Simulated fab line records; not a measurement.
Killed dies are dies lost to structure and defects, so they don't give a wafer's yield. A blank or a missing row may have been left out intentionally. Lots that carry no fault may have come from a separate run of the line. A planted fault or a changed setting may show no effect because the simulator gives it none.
Struck lot and sound lot, side by side    flow gf180mcu    15 steps out of a route of 602
Sound: these wafers, L746.1, L746.4, L746.6. Struck: wafers L739.1, L739.2, L739.5. The cause is given at the end.
For every step that has rows: the tool of each side, followed by ch and its chambers, followed by its first start. Under that, the readings that differ: sound wafers    struck wafers    difference of the means    sigmas: that difference in standard deviations of wafers without a fault.
alike: same words and numbers on both sides, and readings whose means sit less than 2 such deviations apart. not compared: any withheld reading, any reading some wafer has no value for, any bound like >300 that may hide the same value, and any number with overlapping values for which the record gives no deviation.
Wherever a step has rows on one side only, a row that says differs or no value, or a row with sigmas, the two part there. Numbers that don't overlap but have no deviation are shown without sigmas and don't part them. A reading that every wafer of one side lacks parts them only if that side has two wafers or more.

first, 7 steps without rows for these wafers: GF_V3_HMDS_07 (prime time 60 s); GF_V3_COAT_08; GF_V3_COAT_09 (resist thk 1000 nm); GF_V3_SOFTBAKE_10 (time 60 s); GF_V3_EXPOSE_11 (exposes mask Via3, target cd 260 nm); GF_V3_PEB_12 (peb time 90 s); GF_V3_DEVELOP_13 (develop time 60 s).
GF_V3_CD_MEAS_14: target cd 260 nm.
  sound on cd_sem-02 at day 28 15:13; struck on cd_sem-01 at day 26 17:58
  alike: cd_nm
GF_V3_OVL_MEAS_15:
  sound on overlay-02 at day 28 15:20; struck on overlay-01 at day 26 18:05
  alike: V3_OVL
GF_V3_ETCH_16: etches BARC in N2/H2.
  sound on rie_diel-02 ch 0,1,3, day 28 15:22; struck on rie_diel-02 ch 2,3, day 26 18:07
  alike: chamber_pressure_mTorr, drypump_motor_current_A, oes_product_au, throttle_valve_pct
GF_V3_ETCH_17: etches SiO2 in C4F8/O2/Ar, stops on TiN, target depth 635 nm.
  sound on rie_diel-02 ch 0,1,3; struck on rie_diel-02 ch 2,3
  alike: chamber_pressure_mTorr, oes_product_au
GF_V3_STRIP_18: strips in O2/N2.
  sound on plasma_asher-03 ch 0,1, day 28 15:29; struck on plasma_asher-04 ch 0,1, day 26 18:15
  alike: chamber_pressure_mTorr, drypump_motor_current_A, heater_power_w, oes_product_au
  not compared: rf_hours_counter_h
GF_V3_STRIP_19: strips in post etch residue remover, time 1200 s.
  sound on wet_bench-04 ch 1, day 28 15:35; struck on wet_bench-03 ch 0, day 26 18:21
  no value came back on the struck wafers for bath_guard_temp_C (C), bath_heat_duty_pct (%), time_s (s); on the sound wafers bath_guard_temp_C (C) reads 72.7 72.6 72.3
then, 1 step without rows for these wafers: GF_V3_CLEAN_20 (cleans in DIW).
-- the record jumps here: 6 days lie between the struck wafers' starts before and after (it left off in module V3 and takes up again in module PASSIVATION, whose first step shown is number 602 of the route) --
GF_PASSIVATION_PROBE_99:
  sound on prober-01 at day 34 04:07; struck on prober-02 at day 32 16:49
reading                        sound             struck             difference  sigmas
model.etest.via3_chain.rc_ohm  6.257 6.494 6.31  7.804 7.565 7.798  +1.369      

## WHERE THEY PART
GF_V3_STRIP_19 only, going by this record.

WHY: whatever the simulator had introduced
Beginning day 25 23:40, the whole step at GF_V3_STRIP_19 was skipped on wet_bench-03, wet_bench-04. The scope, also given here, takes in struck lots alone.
